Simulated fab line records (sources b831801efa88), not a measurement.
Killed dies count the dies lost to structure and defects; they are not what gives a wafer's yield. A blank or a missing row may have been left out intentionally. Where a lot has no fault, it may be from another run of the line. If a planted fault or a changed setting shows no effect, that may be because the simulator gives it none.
fab line records    flow gf180mcu
[record] lots = 6  wafers = 18  last_day = 34
route steps=602 shown M1@323 V1@335
lots with no fault: from the same line, run without faults
start_h: start of the lot's first displayed wafer, in hours after the record's first day    wait_h: hours since the lot's step before    " same as the row above    L1.1+2: several wafers, shown together as one row    - no value present, or no start provided    * or withheld: withheld    < > ~ a bound
route shown NAME@n: NAME is a module with steps in the file, n the number in the route of the first one    usual: average and standard deviation across the fault-free wafers    same: alike in all rows    chamber/n: place in a boat    sites: readings site by site    _std_site: standard deviation of those values    _edge_site: inner sites' mean taken away from outer sites' mean    radius_mm: how far each site lies from the wafer's centre    mask NAME#n: copy n    behind: the tool/chamber that last shaped the wafer    hold: why the lot went on hold/how many hours it stayed there/how the hold came to an end    device: the transistor (n, p or np) that didn't switch    end of line: tests of these same wafers at the route's end    a step given without rows: its recipe and nothing more    killed: dies lost to structure and defects at the first sort, not the wafer's yield    map: per-die view of a wafer (x killed, . not killed, _ where there is no die)
set.NAME: the setting as run; set.NAME@STEP: as run at that earlier step    model.NAME: the simulator's own value behind a step, which no gauge read
lots at selected steps of the route; one table per step, one row per wafer
services: the hour from which a tool's chamber was out of use, counted from the record's first day as start_h (under 0 if before that day), plus the number of hours and why
[[steps]]
[step GF_M1_HMDS_08]
[recipe] prime_time_s = 60  prime_temp_c = 120
[step GF_M1_COAT_09]
[recipe] resist = KrF  spin_rpm = withheld  resist_thk_nm = 1000
[step GF_M1_SOFTBAKE_10]
[recipe] temp_c = 130  time_s = 60  resist = KrF
[step GF_M1_EXPOSE_11]
[recipe] mask_id = Metal1  target_cd_nm = 230  na = 0.68  source_shape = conventional  sigma_outer = 0.6  dose_mj = 28
[step GF_M1_PEB_12]
[recipe] peb_temp_c = 135  peb_time_s = 90  resist = KrF
[step GF_M1_DEVELOP_13]
[recipe] develop_time_s = 60  dev_temp_c = 21
[step GF_M1_CD_MEAS_14]
[recipe] target_cd_nm = 230
[usual] cd_nm = 229.4/1.3
lot.wafer  tool       chamber  start_h  wait_h  cd_nm
L945.2     cd_sem-01  -        469.95   0.1     228.2
L945.3     "          -        "        "       228.0
L945.4     "          -        "        "       228.3
L949.2     cd_sem-02  -        499.40   0.1     230.8
L949.5     "          -        "        "       231.6
L949.6     "          -        "        "       231.1
L950.1     cd_sem-01  -        508.10   0.1     232.1
L950.5     "          -        "        "       231.8
L950.6     "          -        "        "       232.2
L948.4     cd_sem-01  -        514.24   0.1     230.2
L948.5     "          -        "        "       230.2
L948.6     "          -        "        "       229.5
L951.2     cd_sem-02  -        520.44   0.1     226.8
L951.3     "          -        "        "       228.3
L951.4     "          -        "        "       228.2
L958.1     cd_sem-02  -        568.68   0.1     228.7
L958.4     "          -        "        "       229.4
L958.6     "          -        "        "       229.8
[step GF_M1_OVL_MEAS_15]
[usual] M1_OVL = 0/5.3
lot.wafer  tool        chamber  start_h  wait_h  M1_OVL[nm]
L945.2     overlay-02  -        470.06   0.1     -3
L945.3     "           -        "        "       -12
L945.4     "           -        "        "       2
L949.2     overlay-01  -        499.51   0.1     -2
L949.5     "           -        "        "       -4
L949.6     "           -        "        "       -3
L950.1     overlay-02  -        508.22   0.1     1
L950.5     "           -        "        "       6
L950.6     "           -        "        "       -1
L948.4     overlay-02  -        514.32   0.1     0
L948.5     "           -        "        "       -1
L948.6     "           -        "        "       2
L951.2     overlay-02  -        520.55   0.1     6
L951.3     "           -        "        "       -4
L951.4     "           -        "        "       -2
L958.1     overlay-02  -        568.80   0.1     -8
L958.4     "           -        "        "       1
L958.6     "           -        "        "       -5
[step GF_M1_METAL_ETCH_16]
[recipe] chemistry = Cl2/BCl3  mask_material = KrF  target_depth_nm = 627.5  stop_on = SiO2  pressure_mtorr = 8  icp_w = 800  bias_w = 140  Cl2_flow_sccm = 80  bcl3_flow_sccm = 40  time_s = 104.6
[usual] chamber_pressure_mTorr = 8.000/0.0076  drypump_motor_current_A = 5.5/0.43  oes_product_au = 0.970/0.0076  throttle_valve_pct = 28.252/0.011
lot.wafer  tool          chamber  start_h  wait_h  chamber_pressure_mTorr  drypump_motor_current_A  oes_product_au  rf_hours_counter_h  throttle_valve_pct
L945.2     rie_metal-02  0        470.09   0.0     8.008                   6.0                      0.976           10.5                28.247
L945.3     "             1        "        "       7.994                   4.9                      0.986           -                   28.232
L945.4     "             0        "        "       8.005                   6.0                      0.977           -                   28.246
L949.2     rie_metal-02  1        499.57   0.1     8.006                   4.9                      0.958           -                   28.252
L949.5     "             1        "        "       8.001                   4.9                      0.968           -                   28.248
L949.6     "             1        "        "       8.002                   4.9                      0.966           -                   28.260
L950.1     rie_metal-02  1        508.26   0.0     8.001                   4.9                      0.967           7.3                 28.254
L950.5     "             1        "        "       7.991                   5.0                      0.965           -                   28.268
L950.6     "             1        "        "       8.005                   4.9                      0.970           -                   28.264
L948.4     rie_metal-03  1        514.37   0.0     8.017                   5.5                      0.955           -                   28.247
L948.5     "             1        "        "       8.006                   5.4                      0.962           -                   28.249
L948.6     "             0        "        "       7.996                   5.8                      0.970           -                   28.274
L951.2     rie_metal-02  0        520.58   0.0     7.996                   6.0                      0.971           0.0                 28.243
L951.3     "             1        "        "       7.994                   5.0                      0.972           -                   28.252
L951.4     "             0        "        "       8.003                   5.9                      0.968           -                   28.237
L958.1     rie_metal-04  1        568.84   0.0     8.005                   5.5                      0.976           8.1                 28.251
L958.4     "             1        "        "       7.993                   5.5                      0.971           -                   28.238
L958.6     "             0        "        "       7.994                   5.9                      0.977           -                   28.258
[step GF_M1_STRIP_17]
[recipe] chemistry = O2/N2  power_w = 1400  pressure_mtorr = 1500  platen_temp_c = 250  o2_flow_sccm = 3000  n2_flow_sccm = 300  overash_fraction = 0.5
[usual] chamber_pressure_mTorr = 1499.9/1.3  drypump_motor_current_A = 5.7/0.39  heater_power_w = 362/36  oes_product_au = 0.558/0.005  strip_time_to_endpoint_s = 7.88/0.048
lot.wafer  tool             chamber  start_h  wait_h  chamber_pressure_mTorr  drypump_motor_current_A  heater_power_w  oes_product_au  rf_hours_counter_h  strip_time_to_endpoint_s
L945.2     plasma_asher-01  1        470.20   0.1     1497.5                  5.6                      392             0.557           86                  7.88
L945.3     "                1        "        "       1503.5                  5.6                      395             0.551           -                   7.88
L945.4     "                0        "        "       1497.9                  5.8                      310             0.557           -                   7.82
L949.2     plasma_asher-03  0        499.76   0.1     1500.7                  6.1                      341             0.564           41                  7.95
L949.5     "                1        "        "       1499.5                  6.0                      411             0.558           -                   7.95
L949.6     "                0        "        "       1499.9                  6.1                      348             0.561           -                   7.97
L950.1     plasma_asher-01  1        508.48   0.2     1500.0                  5.6                      394             0.561           91                  7.97
L950.5     "                1        "        "       1498.4                  5.6                      380             0.556           -                   7.94
L950.6     "                0        "        "       1498.1                  5.8                      314             0.562           -                   7.94
L948.4     plasma_asher-01  1        514.48   0.1     1498.9                  5.6                      380             0.566           -                   7.87
L948.5     "                1        "        "       1501.5                  5.6                      391             0.563           -                   7.86
L948.6     "                0        "        "       1500.6                  5.8                      317             0.560           -                   7.89
L951.2     plasma_asher-03  0        520.69   0.1     1499.5                  6.1                      342             0.553           43                  7.82
L951.3     "                0        "        "       1500.5                  6.2                      348             0.563           -                   7.91
L951.4     "                1        "        "       1498.7                  6.0                      416             0.560           -                   7.85
L958.1     plasma_asher-03  0        568.95   0.1     1498.7                  6.1                      346             0.555           49                  7.86
L958.4     "                0        "        "       1498.1                  6.1                      331             0.557           -                   7.88
L958.6     "                0        "        "       1500.8                  6.1                      343             0.558           -                   7.87
[step GF_M1_STRIP_18]
[recipe] chemistry = post_etch_residue_remover  time_s = 1200  temp_c = 72.5
[step GF_M1_CLEAN_19]
[recipe] chemistry = DIW  dry = n2_spin
[step GF_V1_CVD_00]
[recipe] material = SiO2  target_thk_nm = 600  sigma_open_frac = 0.3  temp_c = 400  time_s = 100  sih4_flow_sccm = 60  pressure_mtorr = 6
[usual] pressure_mtorr = 6.000/0.011  run_length_s = 128.1/0.39
lot.wafer  tool       chamber  start_h  wait_h  pressure_mtorr  run_length_s
L945.2     hdpcvd-01  2        470.76   0.0     5.989           128.2
L945.3     "          1        "        "       6.006           127.6
L945.4     "          0        "        "       5.992           127.6
L949.2     hdpcvd-02  0        500.29   0.0     -               -
L949.5     "          2        "        "       -               -
L949.6     "          0        "        "       -               -
L950.1     hdpcvd-02  2        509.02   0.0     -               -
L950.5     "          0        "        "       -               -
L950.6     "          1        "        "       -               -
L948.4     hdpcvd-01  2        515.02   0.0     5.984           128.1
L948.5     "          1        "        "       5.991           127.8
L948.6     "          0        "        "       5.995           127.7
L951.2     hdpcvd-02  0        521.23   0.0     6.005           128.7
L951.3     "          1        "        "       5.996           128.1
L951.4     "          2        "        "       6.009           128.5
L958.1     hdpcvd-01  0        569.49   0.0     5.999           127.8
L958.4     "          0        "        "       6.007           127.7
L958.6     "          2        "        "       5.989           128.5
[step GF_V1_CVD_02]
[recipe] material = SiO2  target_thk_nm = 850  precursor = TEOS  temp_c = 400  time_s = 94.851  rf_w = 600
[usual] heater_power_outer_w = 378/80  heater_power_w = 650/130
lot.wafer  tool      chamber  start_h  wait_h  heater_power_outer_w  heater_power_w
L945.2     pecvd-02  0        470.90   0.0     405                   709
L945.3     "         1        "        "       382                   676
L945.4     "         0        "        "       307                   582
L949.2     pecvd-02  1        500.43   0.0     364                   681
L949.5     "         0        "        "       406                   684
L949.6     "         1        "        "       378                   707
L950.1     pecvd-02  0        509.15   0.1     296                   565
L950.5     "         2        "        "       461                   773
L950.6     "         1        "        "       370                   674
L948.4     pecvd-04  1        515.15   0.1     527                   910
L948.5     "         2        "        "       341                   650
L948.6     "         0        "        "       356                   605
L951.2     pecvd-04  2        521.36   0.0     336                   645
L951.3     "         0        "        "       470                   761
L951.4     "         1        "        "       589                   1020
L958.1     pecvd-02  2        569.62   0.1     431                   741
L958.4     "         0        "        "       406                   691
L958.6     "         2        "        "       466                   771
[step GF_V1_CMP_04]
[recipe] material = SiO2  down_force_psi = 4  platen_rpm = 60  pad_velocity_m_s = 0.94248
[usual] edge_zone_pressure_frac = 0.999/0.0052  head_pressure_psi = 3.999/0.0089  motor_current_A = 12.3/1.7
lot.wafer  tool    chamber  start_h  wait_h  edge_zone_pressure_frac  head_pressure_psi  motor_current_A
L945.4     cmp-01  0        471.02   0.0     1.000                    4.006              10.1
L945.2     "       1        "        "       1.003                    3.992              11.9
L945.3     "       3        "        "       1.000                    4.003              12.6
L949.2     cmp-02  1        500.61   0.1     0.997                    3.996              12.7
L949.5     "       0        "        "       0.995                    4.009              10.2
L949.6     "       1        "        "       1.002                    3.998              13.4
L950.1     cmp-02  0        509.43   0.2     0.989                    3.986              10.5
L950.6     "       1        "        "       0.990                    3.991              13.2
L950.5     "       2        "        "       0.992                    4.011              11.2
L948.4     cmp-01  2        515.29   0.1     1.009                    3.998              11.2
L948.6     "       1        "        "       1.003                    3.987              12.0
L948.5     "       2        "        "       1.007                    4.005              11.3
L951.4     cmp-02  1        521.49   0.0     0.996                    3.997              13.5
L951.2     "       2        "        "       0.996                    3.995              11.5
L951.3     "       0        "        "       0.998                    3.992              10.0
L958.1     cmp-02  3        569.80   0.1     0.992                    4.009              16.1
L958.4     "       1        "        "       0.996                    3.998              13.5
L958.6     "       3        "        "       0.997                    3.974              15.4
[step GF_V1_BOW_MEAS_05]
[recipe] mode = bow
[usual] V1_BOW = 81/7.3
lot.wafer  tool           chamber  start_h  wait_h  V1_BOW[um]
L945.2     film_metro-02  -        471.34   0.2     92
L945.3     "              -        "        "       86
L945.4     "              -        "        "       98
L949.2     film_metro-01  -        500.88   0.2     51
L949.5     "              -        "        "       63
L949.6     "              -        "        "       61
L950.1     film_metro-02  -        509.58   0.1     48
L950.5     "              -        "        "       52
L950.6     "              -        "        "       60
L948.4     film_metro-01  -        515.60   0.3     85
L948.5     "              -        "        "       90
L948.6     "              -        "        "       88
L951.2     film_metro-02  -        521.81   0.2     82
L951.3     "              -        "        "       79
L951.4     "              -        "        "       74
L958.1     film_metro-02  -        570.05   0.2     72
L958.4     "              -        "        "       79
L958.6     "              -        "        "       74
[step GF_V1_DEHYDRATE_06]
[recipe] temp_c = 200  time_s = 60
[[services]]
tool             chamber  start_h  hours  kind
plasma_asher-01  -        452.27   1.1    repair
cmp-01           -        452.94   0.5    repair
cmp-01           -        459.04   1.5    repair
hdpcvd-02        -        464.08   1.3    repair
hdpcvd-02        -        465.66   2.8    pm
pecvd-04         -        466.05   2.9    repair
cmp-01           -        473.36   1.0    repair
hdpcvd-02        -        474.53   6.0    pm
rie_metal-02     1        482.87   15.5   repair
rie_metal-02     0        498.38   -      clean
rie_metal-02     0        498.38   20.5   scheduled_down
rie_metal-02     0        498.38   20.5   vent_cycle
cmp-01           -        504.08   1.3    repair
plasma_asher-01  -        520.67   0.7    repair
rie_metal-02     -        529.44   1.4    pm
hdpcvd-02        -        539.25   15.0   pm
hdpcvd-02        0        539.25   15.0   vent_cycle
rie_metal-04     1        547.89   3.1    repair
cmp-01           -        551.52   0.3    repair
rie_metal-03     0        551.53   2.3    repair
pecvd-02         0        554.22   5.0    repair
plasma_asher-01  -        561.28   3.3    pm
cmp-02           -        562.48   0.5    repair
hdpcvd-01        -        564.68   2.8    pm
[[key]]
[first_sign] step = GF_V1_CVD_00  reading = tool_record  direction = missing
[effect] step = GF_V1_BOW_MEAS_05  reading = V1_BOW  direction = down  sigmas = 3.5  usual = 81  struck = 56
met_at GF_V1_CVD_00
struck_wafers L949.2,L949.5,L949.6,L950.1,L950.5,L950.6
later_rows_left_out L949.2,L949.5,L949.6,L950.1,L950.5,L950.6
sort_left_out L949.2,L949.5,L949.6,L950.1,L950.5,L950.6
[fault] kind = skipped_step_whole  tool = hdpcvd-02  chamber = -  onset_h = 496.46  steps = GF_V1_CVD_00  scope = struck_lots_only
// sort_left_out: the simulated sort isn't trusted on such a fault, so these wafers' sort isn't shown, and their yield isn't known
// later_rows_left_out: the simulator's readings of these wafers behind a module that went badly wrong aren't trusted and aren't shown, but for the sort
